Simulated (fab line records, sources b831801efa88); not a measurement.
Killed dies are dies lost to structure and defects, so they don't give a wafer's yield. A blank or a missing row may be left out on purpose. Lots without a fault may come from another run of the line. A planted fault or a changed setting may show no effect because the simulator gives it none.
Tool commonality check | flow sky130 | 12 lots, 36 wafers sampled

WHY IT WAS OPENED
At SKY_NWELL_TW_MEAS_26 the reading NWELL_2_TW is flagged on 2 of 12 lots. Wafers without a fault read 496, standard deviation 5.8.
Rule: a lot is flagged when every wafer of it that has a number lies more than 4 standard deviations from that mean, or none has a number. The other lots count as sound.

lot  | measured     | on            | NWELL_2_TW, wafer by wafer | flag
L531 | day 6 21:19  | film_metro-01 | 495 494 490                |
L532 | day 6 23:01  | film_metro-01 | 492 493 491                |
L533 | day 7 09:50  | film_metro-04 | 506 503 506                |
L535 | day 7 22:28  | film_metro-01 | 491 493 492                |
L536 | day 8 03:32  | film_metro-04 | 1849 1851 1852             | FLAGGED
L537 | day 8 03:43  | film_metro-02 | 1803 1810 1820             | FLAGGED
L539 | day 8 08:25  | film_metro-02 | 488 487 486                |
L545 | day 9 21:02  | film_metro-01 | 493 492 489                |
L546 | day 10 05:52 | film_metro-02 | 496 495 489                |
L547 | day 10 10:26 | film_metro-04 | 503 506 505                |
L548 | day 10 18:08 | film_metro-04 | 505 505 503                |
L549 | day 10 22:14 | film_metro-01 | 490 491 490                |
The numbers of the flagged lots are 1831 on average: +1335 against the usual, or +99 or more standard deviations.

WHICH TOOL RAN EACH LOT
The record holds 2 process steps before the reading, out of a route of 708 steps. In each cell: the tool, then ch and the chambers that the sampled wafers went through, then the start.
lot  | flag    | SKY_FIELD_ISO_STRIP_16              | SKY_NWELL_COAT_05
L531 |         | plasma_asher-02 ch 0,1, day 3 03:46 | litho_track-02 ch 0, day 5 17:30
L532 |         | plasma_asher-03 ch 0,1, day 3 07:07 | litho_track-01 ch 0, day 5 18:07
L533 |         | plasma_asher-03 ch 0,1, day 3 11:45 | litho_track-02 ch 0, day 6 04:19
L535 |         | plasma_asher-01 ch 0,1, day 4 02:53 | litho_track-01 ch 0, day 6 16:14
L536 | FLAGGED | plasma_asher-01 ch 0,1, day 4 11:39 | litho_track-02, day 6 20:42
L537 | FLAGGED | plasma_asher-02 ch 0,1, day 4 13:45 | litho_track-03, day 6 21:20
L539 |         | plasma_asher-01 ch 0,1, day 4 21:30 | litho_track-03 ch 0, day 7 01:35
L545 |         | plasma_asher-03 ch 0,1, day 6 03:52 | litho_track-02 ch 0, day 8 12:42
L546 |         | plasma_asher-01 ch 0,1, day 6 10:25 | litho_track-01 ch 0, day 8 19:52
L547 |         | plasma_asher-02 ch 0,1, day 6 13:39 | litho_track-02 ch 0, day 9 00:54
L548 |         | plasma_asher-03 ch 0, day 6 19:58   | litho_track-01 ch 0, day 9 07:22
L549 |         | plasma_asher-02 ch 0,1, day 7 01:27 | litho_track-01 ch 0, day 9 11:43
What these steps do:
- SKY_FIELD_ISO_STRIP_16: strips in O2/N2.
- SKY_NWELL_COAT_05: resist thk 3000 nm.
- SKY_NWELL_TW_MEAS_26

FLAGGED OVER TOTAL, TOOL BY TOOL (the gauges that took the reading come last)
step                   | tool            | lots run | flagged | share of the flagged lots | sound lots run after its first flagged lot
SKY_FIELD_ISO_STRIP_16 | plasma_asher-01 | 4        | 1       | some                      | 2 (L539,L546)
SKY_FIELD_ISO_STRIP_16 | plasma_asher-02 | 4        | 1       | some                      | 2 (L547,L549)
SKY_FIELD_ISO_STRIP_16 | plasma_asher-03 | 4        | 0       | none                      | -
SKY_NWELL_COAT_05      | litho_track-01  | 5        | 0       | none                      | -
SKY_NWELL_COAT_05      | litho_track-02  | 5        | 1       | some                      | 2 (L545,L547)
SKY_NWELL_COAT_05      | litho_track-03  | 2        | 1       | some                      | 1 (L539)
SKY_NWELL_TW_MEAS_26   | film_metro-01   | 5        | 0       | none                      | -
SKY_NWELL_TW_MEAS_26   | film_metro-02   | 3        | 1       | some                      | 2 (L539,L546)
SKY_NWELL_TW_MEAS_26   | film_metro-04   | 4        | 1       | some                      | 2 (L547,L548)

WHAT THE TABLE ALLOWS
No row of the table ran every flagged lot.

WHAT THE SIMULATOR HAD PUT IN
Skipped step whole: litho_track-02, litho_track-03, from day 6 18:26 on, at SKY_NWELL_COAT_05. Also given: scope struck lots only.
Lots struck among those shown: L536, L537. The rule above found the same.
